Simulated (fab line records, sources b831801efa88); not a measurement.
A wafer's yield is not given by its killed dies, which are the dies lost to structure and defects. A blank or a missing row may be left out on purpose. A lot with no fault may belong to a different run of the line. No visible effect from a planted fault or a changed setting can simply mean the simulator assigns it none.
Matching of chambers    flow gf180mcu    cmp-02 running GF_V2_CMP_04: 4 sister chambers
The step polishes SiO2. 16 wafers are shown with their chamber, then 8 later ones without.

== WAFERS, EACH WITH ITS CHAMBER ==
wafer   chamber  motor-current-A (A)  time-to-endpoint-s (s)  retaining-ring-pressure-frac
L517.2  1        14.4                 76                      0.998
L517.4  3        12.8                 77                      1.001
L517.6  0        13.1                 86                      1.009
L525.2  2        11.0                 64                      1.001
L525.4  0        12.6                 81                      1.002
L525.5  2        11.6                 70                      1.003
L530.2  3        12.6                 80                      0.997
L530.3  0        13.5                 91                      0.993
L530.6  2        11.5                 83                      1.002
L533.2  2        11.7                 73                      1.000
L533.3  0        13.0                 83                      0.999
L533.6  1        14.0                 83                      1.001
L535.3  2        11.4                 74                      0.991
L535.5  3        12.7                 76                      0.993
L535.6  2        11.5                 72                      0.997
L536.1  2        10.9                 70                      1.000

SIGNATURES (averages over the wafers above)
reading                       chamber 0  chamber 1  chamber 2  chamber 3  scatter within a chamber
motor-current-A               13.050     14.200     11.371     12.700     0.298
time-to-endpoint-s            85.25      79.50      72.29      77.67      4.89
retaining-ring-pressure-frac  1.00075    0.99950    0.99914    0.99700    0.00473
Rule: for a wafer and a chamber, the distance is found by dividing, reading by reading, the gap between the wafer's reading and the chamber's mean by the reading's scatter, squaring, summing and taking the root. If the next closest chamber is less than 2 further off than the closest, the wafer can't be placed; otherwise it belongs to the closest. The scatter: take each reading less its chamber's mean, square it, sum over the shown wafers, divide by the number of wafers less the number of chambers, and take the root.

== WAFERS WHOSE CHAMBER IS MISSING ==
wafer   motor-current-A (A)  time-to-endpoint-s (s)  retaining-ring-pressure-frac
L536.3  12.3                 67                      0.991
L536.6  12.4                 78                      0.999
L539.1  13.2                 83                      0.992
L539.3  11.7                 72                      0.991
L539.6  13.0                 80                      1.002
L540.1  10.6                 72                      1.007
L540.2  13.7                 80                      1.005
L540.4  11.6                 82                      0.994

== THE CHAMBER EACH PASSED THROUGH ==
wafer   from the rows above           in truth
L536.3  can't be placed: 3 or 2       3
L536.6  can't be placed: 3 or 0       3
L539.1  can't be placed: 0 or 3 or 1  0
L539.3  can't be placed: 2 or 3       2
L539.6  can't be placed: 0 or 3       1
L540.1  2                             2
L540.2  can't be placed: 1 or 0 or 3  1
L540.4  can't be placed: 2 or 3       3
Correctly placed: 1 of 8. These rows do not allow placing 7 (true chamber among the candidates in 6). 0 placed wrongly.
